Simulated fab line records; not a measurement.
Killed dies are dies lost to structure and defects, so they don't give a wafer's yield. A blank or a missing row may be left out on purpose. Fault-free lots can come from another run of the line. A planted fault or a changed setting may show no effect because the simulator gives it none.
Matching of chambers | flow gf180mcu | GF_V1_CMP_04 on cmp-02 has 4 sister chambers
The step polishes SiO2. 4 wafers are shown with their chamber, then 10 later ones without.

== WAFERS WITH THEIR CHAMBER ==
wafer  | chamber | motor current A (A)
L088.6 | 0       | 11.4
L090.3 | 1       | 11.9
L090.5 | 2       | 11.4
L092.5 | 3       | 12.0

== WAFERS WHOSE CHAMBER IS MISSING ==
wafer  | motor current A (A)
L092.6 | 12.4
L093.2 | 12.2
L093.5 | 10.9
L093.6 | 12.3
L096.1 | 11.7
L096.3 | 13.0
L096.6 | 11.5
L097.1 | 13.0
L097.2 | 11.8
L097.3 | 11.1

== CHAMBER TAKEN BY EACH ==
wafer  | from the rows above               | in truth
L092.6 | can't be placed: 3 or 1 or 0 or 2 | 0
L093.2 | can't be placed: 3 or 1 or 0 or 2 | 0
L093.5 | can't be placed: 0 or 2 or 1 or 3 | 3
L093.6 | can't be placed: 3 or 1 or 0 or 2 | 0
L096.1 | can't be placed: 1 or 0 or 2 or 3 | 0
L096.3 | can't be placed: 3 or 1 or 0 or 2 | 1
L096.6 | can't be placed: 0 or 2 or 1 or 3 | 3
L097.1 | can't be placed: 3 or 1 or 0 or 2 | 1
L097.2 | can't be placed: 1 or 3 or 0 or 2 | 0
L097.3 | can't be placed: 0 or 2 or 1 or 3 | 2
Correct placement for 0 of the 10. These rows do not allow placing 10 (true chamber among the candidates in 10). Wrongly placed: 0.
How it was worked out, from the rows above alone: a wafer's distance from a chamber is the root of the sum, over the readings, of the square of ((its reading less the chamber's mean) divided by the reading's scatter). If the next closest chamber is less than 2 further off than the closest, the wafer can't be placed; otherwise it belongs to the closest. The mean given for a chamber averages the wafers shown for that chamber. The scatter (one wafer shown for each chamber): square how far every hidden wafer sits from the nearest shown wafer, average those squares and take the square root.
